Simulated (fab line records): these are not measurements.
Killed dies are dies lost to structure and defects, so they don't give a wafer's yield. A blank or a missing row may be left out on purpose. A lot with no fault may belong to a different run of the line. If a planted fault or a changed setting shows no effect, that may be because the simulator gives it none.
Commonality check across tools :: flow gf180mcu :: 36 wafers sampled across 12 lots

== THE REASON FOR OPENING IT ==
3 of 12 lots carry a flag on the reading HV_LDD_2_TW at GF_HV_LDD_TW_MEAS_23. No-fault wafers: 1044, standard deviation 9.
Rule: a lot gets a flag if all its wafers with a number sit over 4 standard deviations from that mean, or if no wafer of it has a number. As for the other lots, they are considered sound.

lot: L889
measured: day 11 02:02
on: film-metro-04
HV_LDD_2_TW, wafer by wafer: 1046 1042 1046
flag: 

lot: L891
measured: day 11 13:23
on: film-metro-04
HV_LDD_2_TW, wafer by wafer: 1043 1047 1046
flag: 

lot: L897
measured: day 13 11:36
on: film-metro-03
HV_LDD_2_TW, wafer by wafer: 2398 2403 2395
flag: FLAGGED

lot: L898
measured: day 13 17:50
on: film-metro-04
HV_LDD_2_TW, wafer by wafer: 2441 2437 2437
flag: FLAGGED

lot: L899
measured: day 13 20:22
on: film-metro-04
HV_LDD_2_TW, wafer by wafer: 2441 2430 2452
flag: FLAGGED

lot: L902
measured: day 14 22:29
on: film-metro-03
HV_LDD_2_TW, wafer by wafer: 1031 1031 1034
flag: 

lot: L903
measured: day 15 04:45
on: film-metro-04
HV_LDD_2_TW, wafer by wafer: 1051 1048 1052
flag: 

lot: L905
measured: day 15 17:53
on: film-metro-01
HV_LDD_2_TW, wafer by wafer: 1048 1047 1047
flag: 

lot: L907
measured: day 16 09:33
on: film-metro-01
HV_LDD_2_TW, wafer by wafer: 1047 1052 1053
flag: 

lot: L908
measured: day 16 22:35
on: film-metro-01
HV_LDD_2_TW, wafer by wafer: 1045 1048 1046
flag: 

lot: L911
measured: day 17 16:44
on: film-metro-04
HV_LDD_2_TW, wafer by wafer: 1060 1061 1057
flag: 

lot: L912
measured: day 18 02:02
on: film-metro-01
HV_LDD_2_TW, wafer by wafer: 1047 1043 1045
flag: 
The numbers of the flagged lots are 2426 on average: +1382 against the usual, or +99 or more standard deviations.

== LOT BY LOT: THE TOOL USED ==
The record keeps 1 process step preceding the reading, out of 602 steps on the route. Read each cell as the tool, then ch plus the chambers that the sampled wafers visited, then the start.
lot: L889
flag: 
GF_HV_LDD_COAT_02: litho-track-01 ch 0, day 9 22:15

lot: L891
flag: 
GF_HV_LDD_COAT_02: litho-track-03 ch 0, day 10 09:02

lot: L897
flag: FLAGGED
GF_HV_LDD_COAT_02: litho-track-02, day 12 04:43

lot: L898
flag: FLAGGED
GF_HV_LDD_COAT_02: litho-track-02, day 12 10:16

lot: L899
flag: FLAGGED
GF_HV_LDD_COAT_02: litho-track-01, day 12 13:28

lot: L902
flag: 
GF_HV_LDD_COAT_02: litho-track-03 ch 0, day 13 14:12

lot: L903
flag: 
GF_HV_LDD_COAT_02: litho-track-02 ch 0, day 13 20:37

lot: L905
flag: 
GF_HV_LDD_COAT_02: litho-track-02 ch 0, day 14 09:16

lot: L907
flag: 
GF_HV_LDD_COAT_02: litho-track-02 ch 0, day 15 00:35

lot: L908
flag: 
GF_HV_LDD_COAT_02: litho-track-01 ch 0, day 15 12:00

lot: L911
flag: 
GF_HV_LDD_COAT_02: litho-track-01 ch 0, day 16 06:04

lot: L912
flag: 
GF_HV_LDD_COAT_02: litho-track-01 ch 0, day 16 15:13
What is done by these steps:
- GF_HV_LDD_COAT_02: resist thk 1000 nm.
- GF_HV_LDD_TW_MEAS_23

== FLAGGED OVER TOTAL, TOOL BY TOOL (the gauges that took the reading come last) ==
step: GF_HV_LDD_COAT_02
tool: litho-track-01
lots run: 5
flagged: 1
share of the flagged lots: some
sound lots run after its first flagged lot: 3 (L908,L911,L912)

step: GF_HV_LDD_COAT_02
tool: litho-track-02
lots run: 5
flagged: 2
share of the flagged lots: some
sound lots run after its first flagged lot: 3 (L903,L905,L907)

step: GF_HV_LDD_COAT_02
tool: litho-track-03
lots run: 2
flagged: 0
share of the flagged lots: none
sound lots run after its first flagged lot: -

step: GF_HV_LDD_TW_MEAS_23
tool: film-metro-01
lots run: 4
flagged: 0
share of the flagged lots: none
sound lots run after its first flagged lot: -

step: GF_HV_LDD_TW_MEAS_23
tool: film-metro-03
lots run: 2
flagged: 1
share of the flagged lots: some
sound lots run after its first flagged lot: 1 (L902)

step: GF_HV_LDD_TW_MEAS_23
tool: film-metro-04
lots run: 6
flagged: 2
share of the flagged lots: some
sound lots run after its first flagged lot: 2 (L903,L911)

== WHAT THE TABLE ALLOWS ==
No row of the table ran every flagged lot.

== WHAT HAD BEEN PUT IN BY THE SIMULATOR ==
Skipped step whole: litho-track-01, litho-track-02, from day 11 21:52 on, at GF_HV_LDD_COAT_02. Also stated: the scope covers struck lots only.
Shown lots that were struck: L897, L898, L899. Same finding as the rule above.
